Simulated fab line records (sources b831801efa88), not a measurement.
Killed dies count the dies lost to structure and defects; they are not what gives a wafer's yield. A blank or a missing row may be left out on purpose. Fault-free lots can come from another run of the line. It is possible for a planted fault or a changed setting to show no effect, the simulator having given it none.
fab line records	flow sky130
[record] lots = 6	wafers = 18	last-day = 50
route steps=708 shown LDD_P@257 LDD_HVN@267 PAD_OPEN@708
lots that met no fault: from a run of the same line without faults
start-h: hours from the record's first day to the start of the lot's first wafer shown	wait-h: hours elapsed since this lot's preceding step	" as in the row above	L1.1+2: a single row standing in for several wafers	- no value, or no start was given	* or withheld: withheld	< > ~ a bound
route shown NAME@n: names a module that has steps shown in the file, with the first one's number in the route	usual: mean/standard deviation taken from wafers without a fault	same: alike in all rows	chamber/n: place in a boat	sites: per-site readings	_std_site: the standard deviation of these	_edge_site: the outer-site mean with the inner-site mean subtracted	radius-mm: how far each site lies from the wafer's centre	mask NAME#n: copy n	behind: the most recent tool/chamber to have shaped the wafer	hold: cause of the lot's hold/its duration in hours/its outcome	device: whichever transistor did not switch (one of n, p or np)	end of line: tests of these same wafers at the route's end	step lacking rows: just its recipe	killed: at the first sort, the dies lost to defects and structure; wafer yield is something else	map: a wafer's dies, marking killed ones x, the rest . and places with no die _
set.NAME: the run value of the setting; set.NAME@STEP: its run value at that earlier step	model.NAME: the simulator's own value behind a step, which no gauge read
lots at selected steps of the route; one table per step, one row per wafer
services: from which hour (start-h, from the record's first day; less than 0 if before it) a tool's chamber was out of use, for how many hours, and why
[[steps]]
[step SKY_LDD_P_COAT_02]
[recipe] resist = NOVOLAK	spin-rpm = 3000	resist-thk-nm = 1140
[step SKY_LDD_P_SOFTBAKE_03]
[recipe] temp-c = 90	time-s = 60	resist = NOVOLAK
[step SKY_LDD_P_EXPOSE_04]
[recipe] mask-id = PSDM	na = 0.6	source-shape = conventional	sigma-outer = 0.6	polarization = unpolarized	target-cd-nm = 380	dose-mj = 138
[step SKY_LDD_P_PEB_05]
[recipe] temp-c = withheld	time-s = *	resist = NOVOLAK
[step SKY_LDD_P_DEVELOP_06]
[recipe] resist = NOVOLAK	developer = TMAH	develop-time-s = 60	dev-temp-c = 23
[step SKY_LDD_P_CD_MEAS_07]
[recipe] target-cd-nm = 380
[usual] cd-nm = 380.1/2.2
lot.wafer	tool	chamber	start-h	wait-h	cd-nm
L701.4	cd-sem-02	-	430.82	0.1	379.3
L701.5	"	-	"	"	377.8
L701.6	"	-	"	"	380.0
L706.1	cd-sem-01	-	485.86	0.1	379.8
L706.2	"	-	"	"	381.3
L706.5	"	-	"	"	379.8
L712.2	cd-sem-02	-	538.45	0.1	377.5
L712.3	"	-	"	"	378.8
L712.5	"	-	"	"	380.8
L713.1	cd-sem-01	-	544.76	0.1	379.2
L713.5	"	-	"	"	380.2
L713.6	"	-	"	"	382.7
L719.2	cd-sem-01	-	589.94	0.1	379.6
L719.3	"	-	"	"	378.0
L719.6	"	-	"	"	378.7
L724.2	cd-sem-02	-	625.74	0.1	380.0
L724.4	"	-	"	"	379.6
L724.5	"	-	"	"	382.3
[step SKY_LDD_P_OVL_MEAS_08]
[usual] LDD_P_OVL = -0.2/1.3
lot.wafer	tool	chamber	start-h	wait-h	LDD_P_OVL[nm]
L701.4	overlay-02	-	430.90	0.1	-1.2
L701.5	"	-	"	"	-1.7
L701.6	"	-	"	"	-1.8
L706.1	overlay-01	-	485.98	0.1	0.4
L706.2	"	-	"	"	0.0
L706.5	"	-	"	"	-0.6
L712.2	overlay-02	-	538.55	0.1	-0.3
L712.3	"	-	"	"	-0.8
L712.5	"	-	"	"	-0.1
L713.1	overlay-01	-	544.88	0.1	-0.2
L713.5	"	-	"	"	1.2
L713.6	"	-	"	"	-0.2
L719.2	overlay-02	-	590.05	0.1	-2.6
L719.3	"	-	"	"	-1.7
L719.6	"	-	"	"	-0.1
L724.2	overlay-02	-	625.85	0.1	-0.5
L724.4	"	-	"	"	1.2
L724.5	"	-	"	"	0.1
[step SKY_LDD_P_IMPLANT_09]
[recipe] species = BF2	energy-kev = 25	dose-cm2 = 1e+13	tilt-deg = withheld
[step SKY_LDD_P_STRIP_10]
[recipe] chemistry = O2/N2	power-w = 1400	pressure-mtorr = 1500	platen-temp-c = withheld	o2-flow-sccm = 3000	n2-flow-sccm = 300	overash-fraction = 0.5
[usual] drypump-motor-current-A = 5.95/0.27	oes-product-au = 0.717/0.004	strip-time-to-endpoint-s = 14.14/0.041
lot.wafer	tool	chamber	start-h	wait-h	drypump-motor-current-A	oes-product-au	rf-hours-counter-h	strip-time-to-endpoint-s
L701.4	plasma-asher-01	1	431.10	0.1	6.24	0.720	-	14.15
L701.5	"	0	"	"	6.16	0.722	-	14.20
L701.6	"	1	"	"	6.22	0.719	-	14.18
L706.1	plasma-asher-04	0	486.16	0.1	6.07	0.718	36	14.15
L706.2	"	1	"	"	5.66	0.718	36	14.16
L706.5	"	0	"	"	6.05	0.718	-	14.15
L712.2	plasma-asher-03	1	538.73	0.1	5.52	0.722	11	14.07
L712.3	"	0	"	"	6.17	0.714	-	14.14
L712.5	"	1	"	"	5.49	0.722	-	14.13
L713.1	plasma-asher-04	1	545.06	0.1	5.67	0.714	43	14.16
L713.5	"	0	"	"	6.10	0.717	-	14.15
L713.6	"	1	"	"	5.63	0.710	-	14.16
L719.2	plasma-asher-04	1	590.23	0.1	5.66	0.719	47	14.23
L719.3	"	0	"	"	6.08	0.706	-	14.20
L719.6	"	0	"	"	6.09	0.709	-	14.21
L724.2	plasma-asher-04	0	626.03	0.1	6.12	0.721	50	14.14
L724.4	"	1	"	"	5.66	0.717	-	14.15
L724.5	"	0	"	"	6.08	0.711	-	14.14
[step SKY_LDD_P_TW_MEAS_11]
[usual] LDD_P_TW = 632/5.1
lot.wafer	tool	chamber	start-h	wait-h	LDD_P_TW
L701.4	film-metro-02	-	431.19	0.1	632
L701.5	"	-	"	"	632
L701.6	"	-	"	"	628
L706.1	film-metro-02	-	486.26	0.1	629
L706.2	"	-	"	"	629
L706.5	"	-	"	"	630
L712.2	film-metro-02	-	538.84	0.1	625
L712.3	"	-	"	"	626
L712.5	"	-	"	"	624
L713.1	film-metro-04	-	545.16	0.1	635
L713.5	"	-	"	"	638
L713.6	"	-	"	"	633
L719.2	film-metro-02	-	590.34	0.1	630
L719.3	"	-	"	"	627
L719.6	"	-	"	"	630
L724.2	film-metro-02	-	626.14	0.1	627
L724.4	"	-	"	"	626
L724.5	"	-	"	"	629
[step SKY_LDD_HVN_DEHYDRATE_00]
[recipe] temp-c = 200	time-s = 60
[step SKY_LDD_HVN_HMDS_01]
[recipe] prime-time-s = 60	prime-temp-c = 120
[step SKY_LDD_HVN_COAT_02]
[recipe] resist = NOVOLAK	spin-rpm = 3000	resist-thk-nm = 300
[usual] exhaust-pa = 45.0/0.86
lot.wafer	tool	chamber	start-h	wait-h	exhaust-pa	model.NOVOLAK_of_LDD_HVN_COAT_02.thk-nm
L701.4	litho-track-04	0	446.55	0.1	43.9	300.6
L701.5	"	0	"	"	46.5	300.4
L701.6	"	0	"	"	45.4	301
L706.1	litho-track-03	0	501.29	0.1	45.0	298.9
L706.2	"	0	"	"	46.1	298.9
L706.5	"	0	"	"	44.5	298.5
L712.2	litho-track-03	0	553.76	0.1	45.6	316.1
L712.3	"	0	"	"	44.9	298.6
L712.5	"	0	"	"	44.9	315.8
L713.1	litho-track-03	0	559.99	0.1	43.6	316.8
L713.5	"	0	"	"	44.2	316.9
L713.6	"	0	"	"	45.0	300.3
L719.2	litho-track-01	0	604.65	0.1	44.1	299
L719.3	"	0	"	"	45.0	299.1
L719.6	"	0	"	"	44.9	298.8
L724.2	litho-track-04	0	639.80	0.1	45.5	299
L724.4	"	0	"	"	43.4	297.9
L724.5	"	0	"	"	44.2	299.6
[step SKY_LDD_HVN_SOFTBAKE_03]
[recipe] temp-c = 90	time-s = 60	resist = NOVOLAK
[step SKY_LDD_HVN_EXPOSE_04]
[recipe] mask-id = HVNTM	na = 0.6	source-shape = conventional	sigma-outer = 0.6	polarization = unpolarized	target-cd-nm = 700	dose-mj = 127
[step SKY_LDD_HVN_PEB_05]
[recipe] temp-c = withheld	time-s = *	resist = NOVOLAK
[step SKY_LDD_HVN_DEVELOP_06]
[recipe] resist = NOVOLAK	developer = TMAH	develop-time-s = 60	dev-temp-c = 23
[usual] exhaust-pa = 44.9/0.94
lot.wafer	tool	chamber	start-h	wait-h	exhaust-pa	model.NOVOLAK_of_LDD_HVN_COAT_02.thk-nm
L701.4	litho-track-01	0	462.10	0.1	42.6	300.2
L701.5	"	0	"	"	43.3	300
L701.6	"	0	"	"	42.8	300.5
L706.1	litho-track-04	0	516.43	0.1	44.7	298.5
L706.2	"	0	"	"	44.4	298.5
L706.5	"	0	"	"	43.7	298.1
L712.2	litho-track-03	0	568.11	0.1	46.0	315.7
L712.3	"	0	"	"	46.1	298.2
L712.5	"	0	"	"	45.8	315.4
L713.1	litho-track-01	0	575.02	0.1	45.1	316.4
L713.5	"	0	"	"	43.9	316.5
L713.6	"	0	"	"	43.2	299.9
L719.2	litho-track-04	0	619.45	0.1	45.1	298.6
L719.3	"	0	"	"	45.6	298.7
L719.6	"	0	"	"	45.5	298.4
L724.2	litho-track-04	0	654.40	0.1	45.5	298.6
L724.4	"	0	"	"	44.5	297.5
L724.5	"	0	"	"	44.8	299.2
[step SKY_LDD_HVN_OVL_MEAS_07]
[usual] LDD_HVN_OVL = 0.4/1.5
lot.wafer	tool	chamber	start-h	wait-h	LDD_HVN_OVL[nm]
L701.4	overlay-01	-	462.19	0.1	0.4
L701.5	"	-	"	"	0.6
L701.6	"	-	"	"	2.9
L706.1	overlay-02	-	516.58	0.1	0.2
L706.2	"	-	"	"	-1.6
L706.5	"	-	"	"	-1.4
L712.2	overlay-02	-	568.24	0.1	-0.3
L712.3	"	-	"	"	1.0
L712.5	"	-	"	"	-0.1
L713.1	overlay-02	-	575.17	0.1	1.3
L713.5	"	-	"	"	0.8
L713.6	"	-	"	"	2.0
L719.2	overlay-02	-	619.58	0.1	0.8
L719.3	"	-	"	"	0.6
L719.6	"	-	"	"	1.8
L724.2	overlay-02	-	654.53	0.1	-1.6
L724.4	"	-	"	"	-0.8
L724.5	"	-	"	"	-0.7
[step SKY_LDD_HVN_IMPLANT_08]
[recipe] species = P	energy-kev = 60	dose-cm2 = 3e+13	tilt-deg = 40
[step SKY_LDD_HVN_STRIP_09]
[recipe] chemistry = O2/N2	power-w = 1400	pressure-mtorr = 1500	platen-temp-c = withheld	o2-flow-sccm = 3000	n2-flow-sccm = 300	overash-fraction = 0.5
[usual] drypump-motor-current-A = 5.92/0.28	oes-product-au = 0.408/0.0049	strip-time-to-endpoint-s = 4.124/0.014
lot.wafer	tool	chamber	start-h	wait-h	drypump-motor-current-A	oes-product-au	rf-hours-counter-h	strip-time-to-endpoint-s
L701.4	plasma-asher-03	1	462.39	0.1	5.52	0.408	-	4.134
L701.5	"	0	"	"	6.15	0.406	-	4.129
L701.6	"	1	"	"	5.53	0.411	-	4.150
L706.1	plasma-asher-03	0	516.76	0.1	6.15	0.407	8	4.129
L706.2	"	1	"	"	5.52	0.412	8	4.115
L706.5	"	1	"	"	5.54	0.403	-	4.121
L712.2	plasma-asher-02	1	568.42	0.1	6.24	0.422	89	4.347
L712.3	"	1	"	"	6.23	0.401	-	4.120
L712.5	"	1	"	"	6.26	0.419	-	4.339
L713.1	plasma-asher-03	1	575.36	0.1	5.51	0.412	14	4.366
L713.5	"	0	"	"	6.15	0.412	-	4.338
L713.6	"	1	"	"	5.51	0.403	-	4.124
L719.2	plasma-asher-04	1	619.76	0.1	5.65	0.415	50	4.115
L719.3	"	1	"	"	5.66	0.405	-	4.116
L719.6	"	0	"	"	6.11	0.410	-	4.118
L724.2	plasma-asher-02	1	654.71	0.1	6.25	0.402	98	4.101
L724.4	"	0	"	"	6.00	0.415	-	4.112
L724.5	"	1	"	"	6.25	0.399	-	4.131
[step SKY_LDD_HVN_TW_MEAS_10]
[usual] LDD_HVN_TW = 1439/15
lot.wafer	tool	chamber	start-h	wait-h	LDD_HVN_TW
L701.4	film-metro-04	-	462.49	0.1	1441
L701.5	"	-	"	"	1446
L701.6	"	-	"	"	1441
L706.1	film-metro-02	-	516.86	0.1	1417
L706.2	"	-	"	"	1431
L706.5	"	-	"	"	1426
L712.2	film-metro-04	-	568.53	0.1	1441
L712.3	"	-	"	"	1446
L712.5	"	-	"	"	1442
L713.1	film-metro-03	-	575.46	0.1	1447
L713.5	"	-	"	"	1456
L713.6	"	-	"	"	1447
L719.2	film-metro-04	-	619.87	0.1	1460
L719.3	"	-	"	"	1454
L719.6	"	-	"	"	1454
L724.2	film-metro-02	-	654.82	0.1	1423
L724.4	"	-	"	"	1415
L724.5	"	-	"	"	1409
[step SKY_PAD_OPEN_PROBE_99]
[usual] killed_at_M0_to_M3 = 42/6.1	killed_at_M4_up = 3.1/1.7	killed-at-contacts = 24/5.5	killed-at-front-end = 16/4.1	killed-at-other = 0.3/0.57	killed-dies = 86/8.2	killed-open = 47/6.8	killed-short = 38/5.8
[same] gross-dies = 492	killed-at-back-side = 0
lot.wafer	tool	chamber	start-h	wait-h	killed_at_M0_to_M3	killed_at_M4_up	killed-at-contacts	killed-at-front-end	killed-at-other	killed-dies	killed-open	killed-short
L701.4	prober-02	-	1076.29	0.2	41	8	30	18	0	97	67	30
L701.5	prober-02	-	1076.34	0.2	35	3	24	12	0	74	41	33
L701.6	prober-02	-	1076.39	0.2	55	5	23	6	0	89	51	37
L706.1	prober-01	-	1112.01	0.1	31	3	31	18	0	83	49	34
L706.2	prober-01	-	1112.06	0.1	49	4	23	12	0	88	43	45
L706.5	prober-01	-	1112.21	0.2	33	3	23	15	0	74	42	32
L713.1	prober-02	-	1150.86	0.1	39	1	28	22	0	90	55	34
L713.5	prober-02	-	1151.06	0.2	43	3	29	17	0	92	46	46
L713.6	prober-02	-	1151.11	0.2	32	1	22	15	1	71	39	32
// killed by level:class
L701.4 VIA1:geometric-particle:open=20 CONTACT:geometric-particle:open=11 LI_CONTACT:geometric-particle:open=8 POLY_GATE:geometric-particle:open=7 VIA2:geometric-particle:open=6 LI_CONTACT:geometric-particle:short=5 METAL1:geometric-particle:short=5 VIA3:geometric-particle:open=5
L701.5 CONTACT:geometric-particle:open=9 VIA1:geometric-particle:open=8 CONTACT:geometric-particle:short=6 POLY_GATE:geometric-particle:open=5 LI_CONTACT:geometric-particle:open=5 VIA2:geometric-particle:short=5 VIA3:geometric-particle:open=5 VIA3:geometric-particle:short=5
L701.6 VIA2:geometric-particle:open=16 VIA1:geometric-particle:open=11 LI_CONTACT:geometric-particle:open=10 METAL1:geometric-particle:short=6 VIA3:geometric-particle:open=6 METAL2:geometric-particle:short=5 VIA3:geometric-particle:short=5 CONTACT:geometric-particle:open=4
L706.1 CONTACT:geometric-particle:open=13 VIA1:geometric-particle:open=10 LI_CONTACT:geometric-particle:open=9 POLY_GATE:geometric-particle:open=5 LOCAL_INTERCONNECT:geometric-particle:short=5 FIELD_ISO:geometric-particle:short=4 METAL2:geometric-particle:short=4 VIA1:geometric-particle:short=4
L706.2 VIA1:geometric-particle:open=10 VIA1:geometric-particle:short=9 CONTACT:geometric-particle:open=8 METAL1:geometric-particle:short=7 LI_CONTACT:geometric-particle:open=6 VIA3:geometric-particle:open=6 LOCAL_INTERCONNECT:geometric-particle:short=5 METAL3:geometric-particle:short=4
L706.5 VIA1:geometric-particle:open=12 CONTACT:geometric-particle:open=8 FIELD_ISO:geometric-particle:short=6 METAL1:geometric-particle:short=5 VIA3:geometric-particle:open=5 FIELD_ISO:geometric-particle:open=4 CONTACT:geometric-particle:short=4 VIA1:geometric-particle:short=4
L713.1 FIELD_ISO:geometric-particle:open=9 LI_CONTACT:geometric-particle:open=9 CONTACT:geometric-particle:open=8 VIA1:geometric-particle:open=8 VIA3:geometric-particle:open=7 FIELD_ISO:geometric-particle:short=6 VIA2:geometric-particle:open=6 METAL1:geometric-particle:short=5
L713.5 CONTACT:geometric-particle:open=12 VIA1:geometric-particle:open=9 LOCAL_INTERCONNECT:geometric-particle:short=6 VIA2:geometric-particle:open=6 VIA3:geometric-particle:short=6 POLY_GATE:geometric-particle:short=4 POLY_GATE:geometric-particle:open=4 LI_CONTACT:geometric-particle:open=4
L713.6 CONTACT:geometric-particle:open=9 VIA1:geometric-particle:open=8 VIA2:geometric-particle:open=6 LI_CONTACT:geometric-particle:open=5 FIELD_ISO:geometric-particle:short=4 FIELD_ISO:geometric-particle:open=4 POLY_GATE:geometric-particle:short=4 CONTACT:geometric-particle:short=4
[[services]]
tool	chamber	start-h	hours	kind
plasma-asher-03	-	421.25	9.0	pm
plasma-asher-03	0	421.25	9.0	vent-cycle
plasma-asher-03	1	421.25	9.0	vent-cycle
plasma-asher-03	0	430.25	-	clean
plasma-asher-03	1	430.25	-	clean
plasma-asher-03	-	432.13	0.4	repair
plasma-asher-02	-	459.30	1.2	repair
plasma-asher-01	-	473.36	14.3	repair
plasma-asher-01	-	476.47	2.3	repair
plasma-asher-01	-	487.68	2.8	pm
plasma-asher-02	-	506.91	13.5	repair
plasma-asher-01	-	507.33	1.5	repair
plasma-asher-03	-	510.19	4.3	repair
plasma-asher-04	-	574.13	7.3	pm
plasma-asher-02	-	583.73	2.8	pm
litho-track-03	-	601.63	-	consumable-replace:filter
[[key]]
[first-sign] step = SKY_LDD_HVN_STRIP_09	reading = strip-time-to-endpoint-s	direction = up	sigmas = 16	usual = *	struck = *
effect none on later readings
[model-effect] step = SKY_LDD_HVN_COAT_02	value = NOVOLAK_of_LDD_HVN_COAT_02.thk-nm	without = 299.3	struck = 316.4
[model-effect] step = SKY_LDD_HVN_DEVELOP_06	value = NOVOLAK_of_LDD_HVN_COAT_02.thk-nm	without = 298.9	struck = 316
met-at SKY_LDD_HVN_COAT_02
struck-wafers L712.2,L712.5,L713.1,L713.5
tester-left-out L712,L713
onset-between 501.29 553.76
[fault] kind = process-parameter-drift	tool = litho-track-03	chamber = -	onset-h = 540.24	steps = SKY_LDD_HVN_COAT_02	channel = resist-thk-nm	offset = 17.143	shape = step	end-h = 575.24	scope = struck-wafers-only	acts-in = these-recipes-only	stated = 300
// tester-left-out: of these lots the tester's yield and bins aren't shown, on N5 and GAA mostly nor the transistor test; their killed dies are dies lost to structure and defects alone, not to doping, threshold or leakage, so they don't give the yield
